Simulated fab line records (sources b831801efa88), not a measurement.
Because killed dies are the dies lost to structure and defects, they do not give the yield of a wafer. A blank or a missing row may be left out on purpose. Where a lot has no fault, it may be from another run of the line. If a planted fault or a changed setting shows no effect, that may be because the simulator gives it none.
fab line records    flow gf180mcu
record lots=24  wafers=72  lastDay=34
route steps=602 shown STI@26 SAB@275 M1@317 V1@338 M2@364
lots that met no fault: from a run of the same line without faults
startH: start of the lot's first displayed wafer, in hours after the record's first day    waitH: how many hours have passed since the lot's step before this one    " repeats the value in the row above    L1.1+2: a row that stands for several wafers    - no value, or no start was given    * or withheld: withheld    < > ~ a bound
route shown NAME@n: a module of which the file shows steps, and the number in the route of the first    usual: mean/standard deviation of fault-free wafers    same: alike in all rows    chamber/n: place in a boat    sites: the reading at each site    _std_site: the values' standard deviation    _edge_site: outer sites' mean less inner sites'    radiusMm: how far each site lies from the wafer's centre    mask NAME#n: copy n    behind: the most recent tool/chamber to have shaped the wafer    hold: why the lot was held/for how many hours/how that ended    device: transistor that didn't switch, given as n, p or np    end of line: tests of these same wafers at the route's end    a step with no rows: only its recipe    killed: dies lost to structure and defects at the first sort, not the wafer's yield    map: a wafer's dies, x killed, . not, _ none there
set.NAME: the setting that was run; set.NAME@STEP: the one run at that earlier step    model.NAME: the simulator's own value behind a step, which no gauge read
the route's steps for a sample of lots (tables are steps, rows are wafers)
services: the hour from which a tool's chamber was out of use, counted from the record's first day as startH (under 0 if before that day), plus the number of hours and why
## steps
# step GF_STI_CMP_25
# recipe stopOn=Si3N4  tOverpolishS=33  downForcePsi=4  platenRpm=60  targetThkNm=524.6  padVelocityMS=0.94248
# usual headPressurePsi=4.000/0.01  motorCurrentA=11.8/0.83  overpolishRunS=33.000/0.0092  timeToEndpointS=123/5.3
lot.wafer  tool    chamber  startH  waitH  headPressurePsi  motorCurrentA  overpolishRunS  timeToEndpointS
L074.4     cmp-01  3        27.62   0.1    4.022            10.1           33.009          130
L074.2     "       0        "       "      4.008            12.6           33.009          126
L074.6     "       1        "       "      3.985            13.0           33.001          130
L075.1     cmp-01  3        33.74   0.1    3.993            10.3           32.997          130
L075.3     "       1        "       "      3.983            12.6           33.005          134
L075.6     "       2        "       "      4.003            12.6           33.009          131
L076.3     cmp-02  0        38.89   0.1    4.008            11.1           33.000          128
L076.5     "       3        "       "      4.010            12.1           33.005          120
L076.6     "       0        "       "      3.997            11.9           32.984          127
L077.1     cmp-01  1        45.56   0.1    4.003            12.4           32.978          129
L077.4     "       2        "       "      4.006            12.2           33.018          124
L077.2     "       0        "       "      4.000            13.2           32.998          120
L078.2     cmp-01  3        50.78   0.1    3.986            10.3           33.007          130
L078.5     "       2        "       "      3.998            13.0           33.003          130
L078.6     "       3        "       "      3.999            10.0           33.019          126
L079.4     cmp-02  1        56.09   0.0    3.999            11.5           33.008          121
L079.3     "       3        "       "      4.010            12.6           33.003          115
L079.5     "       2        "       "      3.996            11.6           33.012          121
L080.4     cmp-02  0        60.30   0.0    3.980            11.5           32.995          124
L080.2     "       3        "       "      4.001            11.7           32.992          117
L080.6     "       0        "       "      3.992            11.1           33.009          121
L081.1     cmp-01  3        66.57   0.1    3.998            10.5           32.989          123
L081.2     "       0        "       "      4.007            13.3           33.001          119
L081.5     "       3        "       "      3.999            10.8           33.001          124
L082.2     cmp-02  1        71.55   0.0    3.995            11.1           33.014          119
L082.4     "       2        "       "      3.992            11.5           33.004          119
L082.3     "       0        "       "      3.986            11.8           32.998          121
L083.1     cmp-02  0        75.26   0.1    3.999            12.0           32.999          119
L083.4     "       1        "       "      4.017            11.3           32.989          122
L083.5     "       3        "       "      4.002            12.2           33.005          115
L084.1     cmp-02  2        78.62   0.1    3.999            11.9           33.003          123
L084.4     "       3        "       "      4.013            11.8           33.014          121
L084.5     "       2        "       "      4.015            11.8           33.012          120
L085.4     cmp-02  2        86.65   0.1    4.010            11.4           32.988          115
L085.2     "       3        "       "      3.988            12.3           32.994          110
L085.1     "       0        "       "      4.016            12.1           33.001          119
L086.1     cmp-02  0        91.57   0.1    4.010            11.4           32.999          124
L086.4     "       2        "       "      3.994            12.2           32.996          119
L086.5     "       0        "       "      3.997            10.8           33.012          121
L087.3     cmp-01  1        93.65   0.0    4.010            12.7           33.000          131
L087.4     "       2        "       "      3.997            12.5           33.005          131
L087.5     "       2        "       "      3.995            12.8           33.013          132
L088.3     cmp-02  2        99.08   0.0    3.993            11.8           32.996          119
L088.1     "       3        "       "      3.997            12.3           32.987          120
L088.6     "       2        "       "      3.978            11.0           33.006          121
L089.1     cmp-02  1        105.97  0.1    4.000            11.3           33.011          119
L089.3     "       2        "       "      4.008            12.0           32.987          120
L089.5     "       1        "       "      4.005            11.7           32.994          123
L090.3     cmp-01  0        109.96  0.4    3.995            12.8           32.994          124
L090.6     "       3        "       "      4.007            10.0           33.009          121
L090.5     "       0        "       "      3.997            12.6           32.995          116
L091.1     cmp-02  1        115.48  0.1    3.996            11.4           32.987          124
L091.2     "       2        "       "      4.004            11.3           32.993          116
L091.6     "       2        "       "      4.004            11.6           33.003          118
L092.2     cmp-01  1        121.82  0.1    3.999            12.0           32.995          132
L092.1     "       2        "       "      3.992            12.3           33.014          130
L092.6     "       0        "       "      4.000            13.9           32.979          123
L093.3     cmp-01  1        124.59  0.0    3.999            12.8           33.006          131
L093.1     "       2        "       "      3.982            11.7           33.015          126
L093.5     "       1        "       "      4.009            12.6           32.995          133
L094.1     cmp-01  3        130.74  0.1    3.986            10.8           32.995          125
L094.4     "       0        "       "      3.996            13.3           33.010          119
L094.6     "       0        "       "      3.988            12.8           33.011          118
L095.1     cmp-01  1        135.54  0.1    3.988            13.1           32.988          125
L095.4     "       3        "       "      4.002            11.1           33.003          123
L095.6     "       0        "       "      4.013            13.2           33.013          116
L096.4     cmp-01  2        140.53  0.1    3.998            12.1           32.990          125
L096.1     "       3        "       "      4.001            10.4           32.998          128
L096.5     "       2        "       "      3.986            12.2           33.004          129
L097.3     cmp-02  2        146.32  0.1    4.010            11.9           32.989          120
L097.2     "       3        "       "      4.002            11.9           33.003          116
L097.4     "       0        "       "      3.996            10.9           33.001          123
# step GF_SAB_ETCH_11
# recipe chemistry=C4F8/O2/Ar  maskMaterial=NOVOLAK  target=SiO2  targetDepthNm=55  sourceW=1500  biasW=1200  pressureMtorr=40  c4f8FlowSccm=withheld  O2_flow_sccm=6  Ar_flow_sccm=300  timeS=8.5
# usual oesProductAu=1.003/0.0085
lot.wafer  tool        chamber  startH  waitH  oesProductAu  rfHoursCounterH
L074.2     rieDiel-02  2        331.82  0.0    1.004         91
L074.4     "           3        "       "      1.008         82
L074.6     "           1        "       "      1.005         -
L075.1     rieDiel-02  1        341.75  0.0    1.015         2
L075.3     "           0        "       "      0.993         15
L075.6     "           1        "       "      1.006         -
L076.3     rieDiel-03  0        358.52  0.0    1.001         34
L076.5     "           2        "       "      0.981         -
L076.6     "           3        "       "      1.004         -
L077.1     rieDiel-03  0        370.37  0.0    0.998         34
L077.2     "           1        "       "      1.012         80
L077.4     "           2        "       "      1.006         0
L078.2     rieDiel-03  0        375.72  0.0    0.996         34
L078.5     "           1        "       "      1.014         -
L078.6     "           2        "       "      0.993         -
L079.3     rieDiel-04  1        387.44  0.0    0.992         88
L079.4     "           2        "       "      0.986         0
L079.5     "           2        "       "      0.993         -
L080.2     rieDiel-02  1        394.83  0.0    1.010         4
L080.4     "           2        "       "      1.020         93
L080.6     "           3        "       "      1.005         -
L081.1     rieDiel-02  1        409.76  0.0    1.015         4
L081.2     "           2        "       "      1.009         93
L081.5     "           0        "       "      1.003         -
L082.2     rieDiel-04  1        410.04  0.0    1.000         90
L082.3     "           3        "       "      1.003         6
L082.4     "           0        "       "      0.999         3
L083.1     rieDiel-02  0        414.97  0.0    0.993         17
L083.4     "           3        "       "      0.995         84
L083.5     "           2        "       "      1.008         -
L084.1     rieDiel-02  3        423.62  0.0    0.995         84
L084.4     "           1        "       "      1.013         5
L084.5     "           0        "       "      1.000         -
L085.1     rieDiel-02  2        433.63  0.0    1.008         94
L085.2     "           0        "       "      0.997         18
L085.4     "           3        "       "      0.991         85
L086.1     rieDiel-04  0        445.44  0.0    1.001         4
L086.4     "           2        "       "      0.993         2
L086.5     "           2        "       "      1.000         -
L087.3     rieDiel-02  2        453.97  0.0    1.011         94
L087.4     "           3        "       "      0.991         85
L087.5     "           0        "       "      0.984         -
L088.1     rieDiel-02  3        460.27  0.0    0.985         85
L088.3     "           2        "       "      1.002         94
L088.6     "           2        "       "      1.001         -
L089.1     rieDiel-03  2        470.37  0.0    1.003         2
L089.3     "           3        "       "      1.006         98
L089.5     "           1        "       "      1.007         -
L090.3     rieDiel-03  0        481.42  0.0    1.001         36
L090.5     "           1        "       "      1.027         -
L090.6     "           0        "       "      1.012         -
L091.1     rieDiel-04  3        487.11  0.0    1.008         8
L091.2     "           2        "       "      1.001         3
L091.6     "           0        "       "      0.994         -
L092.1     rieDiel-04  3        498.50  0.0    1.008         8
L092.2     "           1        "       "      0.997         92
L092.6     "           1        "       "      1.002         -
L093.1     rieDiel-04  1        501.88  0.0    0.998         92
L093.3     "           0        "       "      1.011         5
L093.5     "           2        "       "      0.988         -
L094.1     rieDiel-04  1        515.67  0.0    1.000         92
L094.4     "           0        "       "      1.008         6
L094.6     "           3        "       "      1.013         -
L095.1     rieDiel-02  3        522.14  0.0    0.997         87
L095.4     "           0        "       "      1.002         20
L095.6     "           0        "       "      1.008         -
L096.1     rieDiel-03  3        525.94  0.0    1.000         1
L096.4     "           1        "       "      1.014         84
L096.5     "           0        "       "      0.999         -
L097.2     rieDiel-03  0        528.93  0.0    1.000         38
L097.3     "           3        "       "      0.982         1
L097.4     "           1        "       "      1.021         84
# step GF_M1_SPUTTER_02
# recipe material=AlCu  targetThkNm=450  powerW=10600  timeS=23.9  chamberPressurePa=0.4
# usual throttleValvePct=29.2/0.91
lot.wafer  tool           chamber  startH  waitH  throttleValvePct
L074.2     pvdSputter-03  -        355.68  0.0    28.8
L074.4     "              -        "       "      29.4
L074.6     "              -        "       "      30.7
L075.1     pvdSputter-03  -        366.07  0.0    28.9
L075.3     "              -        "       "      30.7
L075.6     "              -        "       "      28.7
L076.3     pvdSputter-01  -        384.03  0.0    30.6
L076.5     "              -        "       "      29.3
L076.6     "              -        "       "      30.4
L077.1     pvdSputter-04  -        395.89  0.0    28.7
L077.2     "              -        "       "      29.3
L077.4     "              -        "       "      30.0
L078.2     pvdSputter-01  -        401.52  0.0    28.9
L078.5     "              -        "       "      29.6
L078.6     "              -        "       "      30.5
L079.3     pvdSputter-04  -        413.32  0.0    28.5
L079.4     "              -        "       "      29.9
L079.5     "              -        "       "      30.1
L080.2     pvdSputter-04  -        421.55  0.0    29.8
L080.4     "              -        "       "      29.1
L080.6     "              -        "       "      29.8
L081.1     pvdSputter-01  -        436.40  0.0    27.3
L081.2     "              -        "       "      29.4
L081.5     "              -        "       "      27.5
L082.2     pvdSputter-03  -        436.52  0.0    28.8
L082.3     "              -        "       "      28.8
L082.4     "              -        "       "      30.5
L083.1     pvdSputter-03  -        441.87  0.0    29.0
L083.4     "              -        "       "      30.7
L083.5     "              -        "       "      30.8
L084.1     pvdSputter-01  -        451.83  0.0    29.5
L084.4     "              -        "       "      30.3
L084.5     "              -        "       "      27.3
L085.1     pvdSputter-04  -        460.98  0.0    28.7
L085.2     "              -        "       "      29.1
L085.4     "              -        "       "      29.6
L086.1     pvdSputter-01  -        473.47  0.0    29.3
L086.4     "              -        "       "      30.4
L086.5     "              -        "       "      27.6
L087.3     pvdSputter-03  -        481.39  0.0    30.7
L087.4     "              -        "       "      28.9
L087.5     "              -        "       "      29.4
L088.1     pvdSputter-01  -        487.09  0.0    28.3
L088.3     "              -        "       "      27.7
L088.6     "              -        "       "      27.3
L089.1     pvdSputter-03  -        496.68  0.0    29.5
L089.3     "              -        "       "      28.5
L089.5     "              -        "       "      28.7
L090.3     pvdSputter-03  -        507.92  0.0    28.8
L090.5     "              -        "       "      29.0
L090.6     "              -        "       "      30.8
L091.1     pvdSputter-03  -        514.31  0.0    28.8
L091.2     "              -        "       "      28.9
L091.6     "              -        "       "      29.6
L092.1     pvdSputter-01  -        525.21  0.0    27.1
L092.2     "              -        "       "      29.1
L092.6     "              -        "       "      29.3
L093.1     pvdSputter-04  -        527.61  0.0    29.2
L093.3     "              -        "       "      29.9
L093.5     "              -        "       "      28.9
L094.1     pvdSputter-04  -        541.35  0.0    28.7
L094.4     "              -        "       "      29.9
L094.6     "              -        "       "      29.8
L095.1     pvdSputter-01  -        548.13  0.0    28.7
L095.4     "              -        "       "      30.4
L095.6     "              -        "       "      28.8
L096.1     pvdSputter-01  -        552.55  0.0    27.4
L096.4     "              -        "       "      29.5
L096.5     "              -        "       "      30.3
L097.2     pvdSputter-01  -        554.86  0.0    27.6
L097.3     "              -        "       "      30.3
L097.4     "              -        "       "      29.3
# step GF_V1_THK_MEAS_03
# recipe reads=SiO2_of_V1_CVD_02
# usual V1_CVD_02_THK=851/11
lot.wafer  tool          chamber  startH  waitH  V1_CVD_02_THK[nm]
L074.2     filmMetro-01  -        379.26  0.0    821
L074.4     "             -        "       "      854
L074.6     "             -        "       "      841
L075.1     filmMetro-02  -        390.04  0.0    839
L075.3     "             -        "       "      856
L075.6     "             -        "       "      861
L076.3     filmMetro-01  -        407.76  0.1    852
L076.5     "             -        "       "      873
L076.6     "             -        "       "      852
L077.1     filmMetro-02  -        420.23  0.0    849
L077.2     "             -        "       "      851
L077.4     "             -        "       "      865
L078.2     filmMetro-04  -        426.19  0.0    849
L078.5     "             -        "       "      872
L078.6     "             -        "       "      879
L079.3     filmMetro-02  -        438.92  0.1    840
L079.4     "             -        "       "      867
L079.5     "             -        "       "      866
L080.2     filmMetro-04  -        446.97  0.0    853
L080.4     "             -        "       "      877
L080.6     "             -        "       "      866
L081.1     filmMetro-02  -        462.18  0.0    847
L081.2     "             -        "       "      849
L081.5     "             -        "       "      855
L082.2     filmMetro-04  -        462.30  0.0    847
L082.3     "             -        "       "      838
L082.4     "             -        "       "      848
L083.1     filmMetro-01  -        467.39  0.0    839
L083.4     "             -        "       "      844
L083.5     "             -        "       "      852
L084.1     filmMetro-02  -        477.05  0.0    858
L084.4     "             -        "       "      854
L084.5     "             -        "       "      860
L085.1     filmMetro-04  -        485.58  0.0    847
L085.2     "             -        "       "      842
L085.4     "             -        "       "      860
L086.1     filmMetro-02  -        499.03  0.0    847
L086.4     "             -        "       "      857
L086.5     "             -        "       "      852
L087.3     filmMetro-04  -        506.46  0.1    840
L087.4     "             -        "       "      847
L087.5     "             -        "       "      844
L088.1     filmMetro-04  -        511.57  0.1    849
L088.3     "             -        "       "      858
L088.6     "             -        "       "      847
L089.1     filmMetro-02  -        521.63  0.1    840
L089.3     "             -        "       "      841
L089.5     "             -        "       "      854
L090.3     filmMetro-02  -        532.14  0.1    841
L090.5     "             -        "       "      862
L090.6     "             -        "       "      863
L091.1     filmMetro-04  -        538.41  0.1    843
L091.2     "             -        "       "      841
L091.6     "             -        "       "      856
L092.1     filmMetro-01  -        549.07  0.0    846
L092.2     "             -        "       "      841
L092.6     "             -        "       "      848
L093.1     filmMetro-02  -        552.25  0.0    849
L093.3     "             -        "       "      834
L093.5     "             -        "       "      851
L094.1     filmMetro-02  -        564.40  0.0    852
L094.4     "             -        "       "      857
L094.6     "             -        "       "      870
L095.1     filmMetro-04  -        571.69  0.0    822
L095.4     "             -        "       "      840
L095.6     "             -        "       "      842
L096.1     filmMetro-04  -        575.91  0.0    835
L096.4     "             -        "       "      859
L096.5     "             -        "       "      865
L097.2     filmMetro-01  -        578.16  0.0    840
L097.3     "             -        "       "      844
L097.4     "             -        "       "      873
# step GF_V1_CD_MEAS_14
# recipe targetCdNm=260
# usual cdNm=260.2/1.2
lot.wafer  tool      chamber  startH  waitH  cdNm
L074.2     cdSem-01  -        402.57  0.1    259.7
L074.4     "         -        "       "      259.9
L074.6     "         -        "       "      259.6
L075.1     cdSem-01  -        412.96  0.1    262.5
L075.3     "         -        "       "      261.4
L075.6     "         -        "       "      261.2
L076.3     cdSem-02  -        431.84  0.1    260.3
L076.5     "         -        "       "      260.9
L076.6     "         -        "       "      261.4
L077.1     cdSem-01  -        445.17  0.2    259.0
L077.2     "         -        "       "      259.4
L077.4     "         -        "       "      259.8
L078.2     cdSem-01  -        450.88  0.1    259.2
L078.5     "         -        "       "      259.2
L078.6     "         -        "       "      259.3
L079.3     cdSem-01  -        463.67  0.1    260.7
L079.4     "         -        "       "      260.9
L079.5     "         -        "       "      261.3
L080.2     cdSem-01  -        472.05  0.1    260.1
L080.4     "         -        "       "      260.4
L080.6     "         -        "       "      260.3
L081.1     cdSem-02  -        486.91  0.1    261.5
L081.2     "         -        "       "      262.3
L081.5     "         -        "       "      261.7
L082.2     cdSem-02  -        487.05  0.1    260.5
L082.3     "         -        "       "      260.3
L082.4     "         -        "       "      261.9
L083.1     cdSem-02  -        492.40  0.1    260.7
L083.4     "         -        "       "      260.7
L083.5     "         -        "       "      261.5
L084.1     cdSem-02  -        500.56  0.1    260.9
L084.4     "         -        "       "      260.0
L084.5     "         -        "       "      259.4
L085.1     cdSem-01  -        509.73  0.1    260.1
L085.2     "         -        "       "      259.4
L085.4     "         -        "       "      258.9
L086.1     cdSem-01  -        522.49  0.1    260.2
L086.4     "         -        "       "      260.1
L086.5     "         -        "       "      260.3
L087.3     cdSem-01  -        530.00  0.1    259.5
L087.4     "         -        "       "      260.3
L087.5     "         -        "       "      258.9
L088.1     cdSem-02  -        535.13  0.1    258.4
L088.3     "         -        "       "      259.1
L088.6     "         -        "       "      259.1
L089.1     cdSem-02  -        544.48  0.1    259.9
L089.3     "         -        "       "      260.3
L089.5     "         -        "       "      260.2
L090.3     cdSem-01  -        555.00  0.1    261.9
L090.5     "         -        "       "      262.5
L090.6     "         -        "       "      263.9
L091.1     cdSem-02  -        561.03  0.1    261.2
L091.2     "         -        "       "      259.1
L091.6     "         -        "       "      260.4
L092.1     cdSem-02  -        571.29  0.1    257.5
L092.2     "         -        "       "      256.2
L092.6     "         -        "       "      256.9
L093.1     cdSem-01  -        574.89  0.1    260.6
L093.3     "         -        "       "      260.5
L093.5     "         -        "       "      260.8
L094.1     cdSem-02  -        586.48  0.1    261.3
L094.4     "         -        "       "      260.1
L094.6     "         -        "       "      260.0
L095.1     cdSem-01  -        593.16  0.1    261.5
L095.4     "         -        "       "      260.6
L095.6     "         -        "       "      259.6
L096.1     cdSem-02  -        597.46  0.1    261.3
L096.4     "         -        "       "      259.1
L096.5     "         -        "       "      258.8
L097.2     cdSem-01  -        599.78  0.1    260.1
L097.3     "         -        "       "      260.6
L097.4     "         -        "       "      260.8
# step GF_M2_SPUTTER_02
# recipe material=AlCu  targetThkNm=450  powerW=10600  timeS=23.9  chamberPressurePa=0.4
# usual throttleValvePct=29.2/0.98
lot.wafer  tool           chamber  startH  waitH  throttleValvePct
L074.2     pvdSputter-01  -        404.20  0.0    28.7
L074.4     "              -        "       "      30.2
L074.6     "              -        "       "      28.9
L075.1     pvdSputter-01  -        414.61  0.0    29.4
L075.3     "              -        "       "      28.7
L075.6     "              -        "       "      29.3
L076.3     pvdSputter-01  -        433.45  0.0    27.4
L076.5     "              -        "       "      30.2
L076.6     "              -        "       "      27.6
L077.1     pvdSputter-03  -        446.82  0.0    30.8
L077.2     "              -        "       "      29.5
L077.4     "              -        "       "      29.0
L078.2     pvdSputter-03  -        452.51  0.0    28.7
L078.5     "              -        "       "      28.8
L078.6     "              -        "       "      30.5
L079.3     pvdSputter-02  -        465.27  0.0    29.8
L079.4     "              -        "       "      30.4
L079.5     "              -        "       "      29.6
L080.2     pvdSputter-02  -        473.73  0.0    29.1
L080.4     "              -        "       "      28.4
L080.6     "              -        "       "      28.6
L081.1     pvdSputter-02  -        488.55  0.0    30.3
L081.2     "              -        "       "      29.3
L081.5     "              -        "       "      29.7
L082.2     pvdSputter-03  -        488.85  0.0    28.9
L082.3     "              -        "       "      29.6
L082.4     "              -        "       "      28.7
L083.1     pvdSputter-03  -        494.07  0.0    29.9
L083.4     "              -        "       "      28.9
L083.5     "              -        "       "      28.6
L084.1     pvdSputter-01  -        502.20  0.0    30.4
L084.4     "              -        "       "      27.5
L084.5     "              -        "       "      28.7
L085.1     pvdSputter-01  -        511.44  0.0    29.3
L085.2     "              -        "       "      28.8
L085.4     "              -        "       "      27.6
L086.1     pvdSputter-03  -        524.22  0.0    30.7
L086.4     "              -        "       "      29.6
L086.5     "              -        "       "      29.4
L087.3     pvdSputter-02  -        531.66  0.0    30.8
L087.4     "              -        "       "      29.2
L087.5     "              -        "       "      30.6
L088.1     pvdSputter-01  -        536.81  0.0    30.3
L088.3     "              -        "       "      27.2
L088.6     "              -        "       "      30.5
L089.1     pvdSputter-01  -        546.16  0.0    29.5
L089.3     "              -        "       "      30.5
L089.5     "              -        "       "      27.5
L090.3     pvdSputter-01  -        556.95  0.0    30.4
L090.5     "              -        "       "      30.3
L090.6     "              -        "       "      27.4
L091.1     pvdSputter-01  -        562.67  0.0    28.4
L091.2     "              -        "       "      29.3
L091.6     "              -        "       "      30.5
L092.1     pvdSputter-02  -        573.61  0.0    28.9
L092.2     "              -        "       "      30.6
L092.6     "              -        "       "      28.6
L093.1     pvdSputter-01  -        576.94  0.0    28.8
L093.3     "              -        "       "      29.3
L093.5     "              -        "       "      29.0
L094.1     pvdSputter-02  -        588.18  0.0    30.4
L094.4     "              -        "       "      28.6
L094.6     "              -        "       "      28.8
L095.1     pvdSputter-01  -        594.87  0.0    28.6
L095.4     "              -        "       "      28.4
L095.6     "              -        "       "      30.6
L096.1     pvdSputter-01  -        599.13  0.0    29.3
L096.4     "              -        "       "      27.2
L096.5     "              -        "       "      29.1
L097.2     pvdSputter-02  -        601.53  0.0    29.9
L097.3     "              -        "       "      29.1
L097.4     "              -        "       "      28.7
## services
tool           chamber  startH  hours  kind
pvdSputter-03  -        8.53    58.3   repair
cmp-02         -        11.47   6.1    pm
cmp-01         -        38.50   1.0    repair
cmp-01         -        41.65   2.3    repair
cmp-02         -        64.22   4.0    pm
cmp-02         -        67.64   1.2    repair
cmp-01         -        98.02   5.9    pm
cmp-02         -        107.38  4.4    repair
cmp-01         -        146.85  6.3    pm
cmp-02         -        175.83  0.9    repair
cmp-02         -        178.04  2.1    repair
pvdSputter-01  -        196.01  6.2    repair
cmp-02         -        210.95  15.8   pm
cmp-02         -        230.26  1.0    repair
cmp-01         -        232.00  4.0    pm
pvdSputter-01  -        299.29  0.8    repair
pvdSputter-01  -        338.51  1.3    repair
pvdSputter-03  -        467.61  10.1   repair
pvdSputter-01  -        497.76  3.2    repair
pvdSputter-01  -        514.59  2.9    repair
pvdSputter-03  -        535.00  60.1   repair
pvdSputter-01  -        539.82  2.8    repair
pvdSputter-03  -        566.19  1.2    repair
pvdSputter-03  -        597.70  2.3    repair
## key
fault none
